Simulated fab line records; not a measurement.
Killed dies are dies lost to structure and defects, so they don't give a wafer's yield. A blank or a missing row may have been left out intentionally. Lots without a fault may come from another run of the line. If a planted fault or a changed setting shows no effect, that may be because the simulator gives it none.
fab line records + flow sky130
record:
- lots: 12
- wafers: 36
- lastDay: 50
route steps=708 shown METAL2@501 VIA2@520 METAL3@534 PAD_OPEN@708
lots untouched by any fault: they come from a run of this same line in which no faults occurred
startH: hours from the record's first day to the start of the lot's first wafer shown + waitH: how many hours have passed since the lot's step before this one + " the same as in the row above + L1.1+2: a row that stands for several wafers + - no value, or no start given + * or withheld: withheld + < > ~ a bound
route shown NAME@n: names a module that has steps shown in the file, with the first one's number in the route + usual: mean and standard deviation over wafers with no fault + same: alike in all rows + chamber/n: place in a boat + sites: each site's reading + _std_site: their standard deviation + _edge_site: the outer-site mean with the inner-site mean subtracted + radiusMm: how far each site lies from the wafer's centre + mask NAME#n: copy n + behind: the last tool/chamber to shape the wafer + hold: why the lot was held/for how many hours/how that ended + device: which transistor (n, p or np) failed to switch + end of line: at the end of the route, the tests of the same wafers + a step given without rows: its recipe and nothing more + killed: not the wafer's yield, but the dies lost to structure and defects at the first sort + map: per-die view of a wafer (x killed, . not killed, _ where there is no die)
set.NAME: the run value of the setting; set.NAME@STEP: its run value at that earlier step + model.NAME: the simulator's own value behind a step, which no gauge read
a sample of lots followed through the steps of the route, with each step as a table and each wafer as a row
services: from which hour (startH, from the record's first day; less than 0 if before it) a tool's chamber was out of use, for how many hours, and why
== steps ==
step: SKY_METAL2_ETCH_18
recipe:
- chemistry: N2/H2
- target: BARC
- ionEnergyEv: 200
- biasW: 100
- pressureMtorr: 30
- n2FlowSccm: 100
- h2FlowSccm: 200
- icpW: 500
- stopOn: SiO2
- timeS: 45.9
- targetDepthA: 600
usual:
- drypumpMotorCurrentA: 5.8/0.58
- oesProductAu: 0.854/0.0049
- rfFwdPowerW: 494.6/1.6
- throttleValvePct: 13.225/0.0087
| lot.wafer | tool        | chamber | startH  | waitH | drypumpMotorCurrentA | oesProductAu | rfFwdPowerW | rfHoursCounterH | throttleValvePct |
|-----------|-------------|---------|---------|-------|----------------------|--------------|-------------|-----------------|------------------|
| L596.1    | rieMetal-02 | 0       | 818.66  | 0.0   | 5.2                  | 0.856        | 495.7       | 8               | 13.233           |
| L596.3    | "           | 1       | "       | "     | 5.0                  | 0.854        | 494.1       | -               | 13.208           |
| L596.4    | "           | 0       | "       | "     | 5.2                  | 0.854        | 495.2       | -               | 13.233           |
| L597.4    | rieMetal-01 | 0       | 821.38  | 0.0   | 6.4                  | 0.859        | 497.1       | -               | 13.232           |
| L597.5    | "           | 0       | "       | "     | 6.4                  | 0.857        | 495.9       | -               | 13.223           |
| L597.6    | "           | 1       | "       | "     | 6.4                  | 0.860        | 496.8       | -               | 13.212           |
| L599.1    | rieMetal-02 | 0       | 846.46  | 0.0   | 5.2                  | 0.866        | 494.1       | 9               | 13.215           |
| L599.3    | "           | 1       | "       | "     | 5.1                  | 0.852        | 494.2       | -               | 13.232           |
| L599.4    | "           | 0       | "       | "     | 5.2                  | 0.862        | 493.1       | -               | 13.227           |
| L601.3    | rieMetal-03 | 0       | 858.75  | 0.0   | 6.2                  | 0.849        | 493.1       | -               | 13.225           |
| L601.4    | "           | 1       | "       | "     | 5.9                  | 0.858        | 494.4       | -               | 13.212           |
| L601.6    | "           | 1       | "       | "     | 5.9                  | 0.844        | 494.1       | -               | 13.224           |
| L602.1    | rieMetal-02 | 1       | 867.08  | 0.0   | 5.0                  | 0.855        | 490.9       | 7               | 13.219           |
| L602.3    | "           | 1       | "       | "     | 5.0                  | 0.853        | 490.4       | -               | 13.229           |
| L602.6    | "           | 0       | "       | "     | 5.2                  | 0.845        | 493.2       | -               | 13.225           |
| L611.2    | rieMetal-02 | 0       | 941.61  | 0.0   | 5.2                  | 0.849        | 497.1       | 14              | 13.213           |
| L611.3    | "           | 1       | "       | "     | 5.0                  | 0.854        | 494.1       | -               | 13.240           |
| L611.5    | "           | 1       | "       | "     | 5.0                  | 0.850        | 492.6       | -               | 13.222           |
| L612.3    | rieMetal-01 | 1       | 944.02  | 0.0   | 6.4                  | 0.855        | 493.8       | -               | 13.227           |
| L612.5    | "           | 1       | "       | "     | 6.4                  | 0.848        | 496.0       | -               | 13.233           |
| L612.6    | "           | 0       | "       | "     | 6.4                  | 0.854        | 495.0       | -               | 13.221           |
| L614.1    | rieMetal-01 | 1       | 954.68  | 0.0   | 6.5                  | 0.862        | 494.6       | 12              | 13.232           |
| L614.3    | "           | 0       | "       | "     | 6.4                  | 0.851        | 495.2       | -               | 13.208           |
| L614.5    | "           | 1       | "       | "     | 6.5                  | 0.850        | 494.4       | -               | 13.234           |
| L616.1    | rieMetal-02 | 1       | 964.80  | 0.0   | 5.0                  | 0.855        | 496.3       | 12              | 13.216           |
| L616.4    | "           | 1       | "       | "     | 5.0                  | 0.861        | 493.8       | -               | 13.215           |
| L616.6    | "           | 1       | "       | "     | 5.0                  | 0.864        | 493.7       | -               | 13.230           |
| L617.2    | rieMetal-03 | 1       | 972.55  | 0.0   | 5.9                  | 0.849        | 493.8       | 10              | 13.238           |
| L617.5    | "           | 0       | "       | "     | 6.2                  | 0.852        | 492.0       | -               | 13.243           |
| L617.6    | "           | 1       | "       | "     | 5.9                  | 0.842        | 494.5       | -               | 13.220           |
| L618.1    | rieMetal-02 | 1       | 999.68  | 0.0   | 5.0                  | 0.860        | 491.4       | 13              | 13.222           |
| L618.3    | "           | 0       | "       | "     | 5.2                  | 0.852        | 494.2       | -               | 13.227           |
| L618.4    | "           | 1       | "       | "     | 5.0                  | 0.852        | 490.6       | -               | 13.222           |
| L619.2    | rieMetal-02 | 0       | 1000.65 | 0.0   | 5.2                  | 0.859        | 494.5       | 16              | 13.232           |
| L619.4    | "           | 1       | "       | "     | 5.0                  | 0.858        | 495.3       | -               | 13.221           |
| L619.5    | "           | 1       | "       | "     | 5.0                  | 0.855        | 496.3       | -               | 13.214           |
step: SKY_VIA2_OVL_MEAS_13
usual:
- VIA2_OVL: -1/5.4
| lot.wafer | tool       | chamber | startH  | waitH | VIA2_OVL[nm] |
|-----------|------------|---------|---------|-------|--------------|
| L596.1    | overlay-01 | -       | 846.39  | 0.1   | -2           |
| L596.3    | "          | -       | "       | "     | -3           |
| L596.4    | "          | -       | "       | "     | -1           |
| L597.4    | overlay-01 | -       | 848.81  | 0.1   | 7            |
| L597.5    | "          | -       | "       | "     | -6           |
| L597.6    | "          | -       | "       | "     | -2           |
| L599.1    | overlay-02 | -       | 874.33  | 0.1   | -4           |
| L599.3    | "          | -       | "       | "     | 9            |
| L599.4    | "          | -       | "       | "     | 1            |
| L601.3    | overlay-02 | -       | 885.84  | 0.1   | -9           |
| L601.4    | "          | -       | "       | "     | -1           |
| L601.6    | "          | -       | "       | "     | -8           |
| L602.1    | overlay-02 | -       | 893.89  | 0.1   | -2           |
| L602.3    | "          | -       | "       | "     | -5           |
| L602.6    | "          | -       | "       | "     | -14          |
| L611.2    | overlay-02 | -       | 966.80  | 0.1   | -4           |
| L611.3    | "          | -       | "       | "     | -10          |
| L611.5    | "          | -       | "       | "     | -2           |
| L612.3    | overlay-02 | -       | 969.51  | 0.1   | 3            |
| L612.5    | "          | -       | "       | "     | 4            |
| L612.6    | "          | -       | "       | "     | -2           |
| L614.1    | overlay-01 | -       | 979.30  | 0.1   | -3           |
| L614.3    | "          | -       | "       | "     | -4           |
| L614.5    | "          | -       | "       | "     | 8            |
| L616.1    | overlay-02 | -       | 989.83  | 0.1   | -4           |
| L616.4    | "          | -       | "       | "     | -3           |
| L616.6    | "          | -       | "       | "     | -8           |
| L617.2    | overlay-02 | -       | 997.17  | 0.1   | 2            |
| L617.5    | "          | -       | "       | "     | 1            |
| L617.6    | "          | -       | "       | "     | 9            |
| L618.1    | overlay-02 | -       | 1023.33 | 0.1   | 0            |
| L618.3    | "          | -       | "       | "     | -8           |
| L618.4    | "          | -       | "       | "     | 0            |
| L619.2    | overlay-02 | -       | 1024.05 | 0.1   | -3           |
| L619.4    | "          | -       | "       | "     | -4           |
| L619.5    | "          | -       | "       | "     | 2            |
step: SKY_METAL3_SPUTTER_02
recipe:
- material: AlCu
- targetThkNm: 735
- powerW: 10600
- timeS: 39.1
- chamberPressurePa: 0.4
usual:
- cathodeDcPowerW: 10600/1.9
- throttleValvePct: 30.0/0.82
| lot.wafer | tool          | chamber | startH  | waitH | cathodeDcPowerW | throttleValvePct |
|-----------|---------------|---------|---------|-------|-----------------|------------------|
| L596.1    | pvdSputter-04 | -       | 848.33  | 0.0   | 10598           | 30.9             |
| L596.3    | "             | -       | "       | "     | 10598           | 28.8             |
| L596.4    | "             | -       | "       | "     | 10603           | 30.7             |
| L597.4    | pvdSputter-02 | -       | 850.27  | 0.0   | 10602           | 29.7             |
| L597.5    | "             | -       | "       | "     | 10600           | 30.9             |
| L597.6    | "             | -       | "       | "     | 10600           | 30.9             |
| L599.1    | pvdSputter-02 | -       | 875.82  | 0.0   | 10598           | 30.7             |
| L599.3    | "             | -       | "       | "     | 10602           | 30.9             |
| L599.4    | "             | -       | "       | "     | 10600           | 29.5             |
| L601.3    | pvdSputter-02 | -       | 887.29  | 0.0   | 10600           | 29.6             |
| L601.4    | "             | -       | "       | "     | 10597           | 30.8             |
| L601.6    | "             | -       | "       | "     | 10601           | 28.9             |
| L602.1    | pvdSputter-02 | -       | 895.38  | 0.0   | 10599           | 29.4             |
| L602.3    | "             | -       | "       | "     | 10601           | 29.1             |
| L602.6    | "             | -       | "       | "     | 10604           | 29.1             |
| L611.2    | pvdSputter-01 | -       | 968.25  | 0.0   | 10602           | 31.2             |
| L611.3    | "             | -       | "       | "     | 10600           | 29.2             |
| L611.5    | "             | -       | "       | "     | 10601           | 29.9             |
| L612.3    | pvdSputter-02 | -       | 970.95  | 0.0   | 10597           | 30.5             |
| L612.5    | "             | -       | "       | "     | 10600           | 29.0             |
| L612.6    | "             | -       | "       | "     | 10600           | 29.5             |
| L614.1    | pvdSputter-01 | -       | 980.99  | 0.0   | 10602           | 29.0             |
| L614.3    | "             | -       | "       | "     | 10604           | 31.3             |
| L614.5    | "             | -       | "       | "     | 10599           | 29.5             |
| L616.1    | pvdSputter-01 | -       | 991.29  | 0.0   | 10595           | 29.4             |
| L616.4    | "             | -       | "       | "     | 10602           | 30.3             |
| L616.6    | "             | -       | "       | "     | 10599           | 29.4             |
| L617.2    | pvdSputter-01 | -       | 998.62  | 0.0   | 10599           | 30.6             |
| L617.5    | "             | -       | "       | "     | 10604           | 30.0             |
| L617.6    | "             | -       | "       | "     | 10600           | 28.8             |
| L618.1    | pvdSputter-04 | -       | 1025.25 | 0.0   | 10603           | 30.9             |
| L618.3    | "             | -       | "       | "     | 10600           | 30.8             |
| L618.4    | "             | -       | "       | "     | 10600           | 28.9             |
| L619.2    | pvdSputter-04 | -       | 1026.45 | 0.0   | 10603           | 30.6             |
| L619.4    | "             | -       | "       | "     | 10602           | 30.8             |
| L619.5    | "             | -       | "       | "     | 10603           | 28.9             |
step: SKY_METAL3_SPUTTER_03
recipe:
- material: Ti
- targetThkNm: 5
- powerW: 3000
- timeS: 3.3
- chamberPressurePa: 0.4
usual:
- cathodeDcPowerW: 3000.0/0.51
- throttleValvePct: 30.0/0.86
| lot.wafer | tool          | chamber | startH  | waitH | cathodeDcPowerW | throttleValvePct |
|-----------|---------------|---------|---------|-------|-----------------|------------------|
| L596.1    | pvdSputter-04 | -       | 848.37  | 0.0   | 3000.3          | 31.1             |
| L596.3    | "             | -       | "       | "     | 3000.4          | 28.9             |
| L596.4    | "             | -       | "       | "     | 2999.9          | 30.8             |
| L597.4    | pvdSputter-02 | -       | 850.31  | 0.0   | 3000.2          | 29.3             |
| L597.5    | "             | -       | "       | "     | 3000.7          | 30.8             |
| L597.6    | "             | -       | "       | "     | 3000.3          | 30.8             |
| L599.1    | pvdSputter-02 | -       | 875.86  | 0.0   | 3000.2          | 30.8             |
| L599.3    | "             | -       | "       | "     | 3000.5          | 31.0             |
| L599.4    | "             | -       | "       | "     | 2999.9          | 29.4             |
| L601.3    | pvdSputter-02 | -       | 887.33  | 0.0   | 3272.3          | 29.4             |
| L601.4    | "             | -       | "       | "     | 3000.6          | 30.9             |
| L601.6    | "             | -       | "       | "     | 2999.4          | 29.2             |
| L602.1    | pvdSputter-02 | -       | 895.42  | 0.0   | 3272.0          | 29.2             |
| L602.3    | "             | -       | "       | "     | 2999.4          | 29.1             |
| L602.6    | "             | -       | "       | "     | 2998.8          | 29.2             |
| L611.2    | pvdSputter-01 | -       | 968.29  | 0.0   | 3000.3          | 31.4             |
| L611.3    | "             | -       | "       | "     | 3000.6          | 29.3             |
| L611.5    | "             | -       | "       | "     | 2999.5          | 30.0             |
| L612.3    | pvdSputter-02 | -       | 970.99  | 0.0   | 2999.6          | 30.5             |
| L612.5    | "             | -       | "       | "     | 3000.1          | 29.1             |
| L612.6    | "             | -       | "       | "     | 3000.6          | 29.3             |
| L614.1    | pvdSputter-01 | -       | 981.03  | 0.0   | 3000.1          | 28.7             |
| L614.3    | "             | -       | "       | "     | 3000.0          | 31.5             |
| L614.5    | "             | -       | "       | "     | 3000.4          | 29.6             |
| L616.1    | pvdSputter-01 | -       | 991.33  | 0.0   | 3000.8          | 29.3             |
| L616.4    | "             | -       | "       | "     | 2999.8          | 30.0             |
| L616.6    | "             | -       | "       | "     | 3000.2          | 29.2             |
| L617.2    | pvdSputter-01 | -       | 998.66  | 0.0   | 3000.7          | 30.2             |
| L617.5    | "             | -       | "       | "     | 2999.9          | 30.4             |
| L617.6    | "             | -       | "       | "     | 2999.5          | 28.9             |
| L618.1    | pvdSputter-04 | -       | 1025.29 | 0.0   | 3001.0          | 31.0             |
| L618.3    | "             | -       | "       | "     | 3000.7          | 31.1             |
| L618.4    | "             | -       | "       | "     | 3000.1          | 29.2             |
| L619.2    | pvdSputter-04 | -       | 1026.49 | 0.0   | 2999.7          | 30.6             |
| L619.4    | "             | -       | "       | "     | 2999.7          | 30.6             |
| L619.5    | "             | -       | "       | "     | 3000.6          | 28.7             |
step: SKY_PAD_OPEN_PROBE_99
usual:
- defectLimitedYield: 82.6/2.1
- killed_at_M0_to_M3: 44/7.5
- killed_at_M4_up: 3.1/1.7
- killedAtContacts: 24/6.2
- killedAtFrontEnd: 15/4.2
- killedAtOther: 0.4/0.58
- killedDies: 85/10
- killedOpen: 47/7.7
- killedShort: 38/6.4
- sort_bin_3_pad_short: 0.8/0.41
- sort_bin_5_function: 10.3/1.7
- sort_bin_6_memory: 6.2/1.1
- sortNPass: 407/10
- sortYieldPct: 82.6/2.1
same:
- grossDies: 492
- killedAtBackSide: 0
- sort_bin_4_leakage[%]: 0
- sort_bin_8_speed[%]: 0
| lot.wafer | tool      | chamber | startH  | waitH | defectLimitedYield[%] | killed_at_M0_to_M3 | killed_at_M4_up | killedAtContacts | killedAtFrontEnd | killedAtOther | killedDies | killedOpen | killedShort | sort_bin_3_pad_short[%] | sort_bin_5_function[%] | sort_bin_6_memory[%] | sortNPass | sortYieldPct[%] |
|-----------|-----------|---------|---------|-------|-----------------------|--------------------|-----------------|------------------|------------------|---------------|------------|------------|-------------|-------------------------|------------------------|----------------------|-----------|-----------------|
| L614.1    | prober-01 | -       | 1175.80 | 0.1   | 77.8                  | 58                 | 1               | 30               | 20               | 0             | 109        | 58         | 50          | 1.0                     | 13.6                   | 7.5                  | 383       | 77.8            |
| L614.3    | prober-01 | -       | 1175.90 | 0.2   | 85.0                  | 37                 | 5               | 20               | 12               | 0             | 74         | 33         | 41          | 0.4                     | 9.6                    | 5.1                  | 418       | 85.0            |
| L614.5    | prober-01 | -       | 1176.00 | 0.2   | 83.5                  | 41                 | 4               | 21               | 14               | 1             | 81         | 42         | 38          | 0.4                     | 9.6                    | 6.5                  | 411       | 83.5            |
killed by level:class
L614.1 VIA1:geometricParticle:open=11 LI_CONTACT:geometricParticle:open=10 CONTACT:geometricParticle:open=10 METAL2:geometricParticle:short=10 METAL1:geometricParticle:short=8 VIA2:geometricParticle:open=8 VIA1:geometricParticle:short=6 FIELD_ISO:geometricParticle:short=5
L614.3 VIA1:geometricParticle:open=9 CONTACT:geometricParticle:open=5 CONTACT:geometricParticle:short=5 METAL1:geometricParticle:short=5 METAL2:geometricParticle:short=5 METAL4:geometricParticle:short=5 LI_CONTACT:geometricParticle:open=4 VIA3:geometricParticle:open=4
L614.5 VIA1:geometricParticle:open=11 LI_CONTACT:geometricParticle:open=7 CONTACT:geometricParticle:open=7 VIA2:geometricParticle:open=6 VIA2:geometricParticle:short=6 FIELD_ISO:geometricParticle:open=5 CONTACT:geometricParticle:short=5 VIA1:geometricParticle:short=5
== services ==
| tool          | chamber | startH | hours | kind   |
|---------------|---------|--------|-------|--------|
| pvdSputter-01 | -       | 838.35 | 1.6   | repair |
| rieMetal-02   | -       | 849.35 | 0.2   | repair |
| rieMetal-02   | 0       | 892.33 | 1.4   | repair |
| rieMetal-01   | -       | 902.07 | 1.4   | pm     |
| rieMetal-03   | 1       | 909.49 | 4.4   | repair |
| pvdSputter-04 | -       | 937.41 | 8.7   | repair |
| pvdSputter-04 | -       | 964.66 | 21.3  | repair |
| pvdSputter-02 | -       | 965.46 | 5.1   | repair |
| pvdSputter-01 | -       | 999.93 | 6.8   | repair |
== key ==
firstSign:
- step: SKY_METAL3_SPUTTER_03
- reading: cathodeDcPowerW
- direction: up
- sigmas: 99+
- usual: 3000.0
- struck: 3272.2
effect none on later readings
metAt SKY_METAL3_SPUTTER_03
struckLots L601,L602
struckWafers L601.3,L602.1
notActingAt SKY_METAL2_ETCH_18,SKY_VIA2_OVL_MEAS_13,SKY_METAL3_SPUTTER_02
onsetBetween 875.86 887.33
fault:
- kind: processParameterDrift
- tool: pvdSputter-02
- chamber: -
- onsetH: 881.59
- steps: SKY_METAL3_SPUTTER_03
- channel: powerW
- offset: *
- shape: step
- endH: 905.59
- actsIn: *
- stated: *
- scope: struckWafersOnly
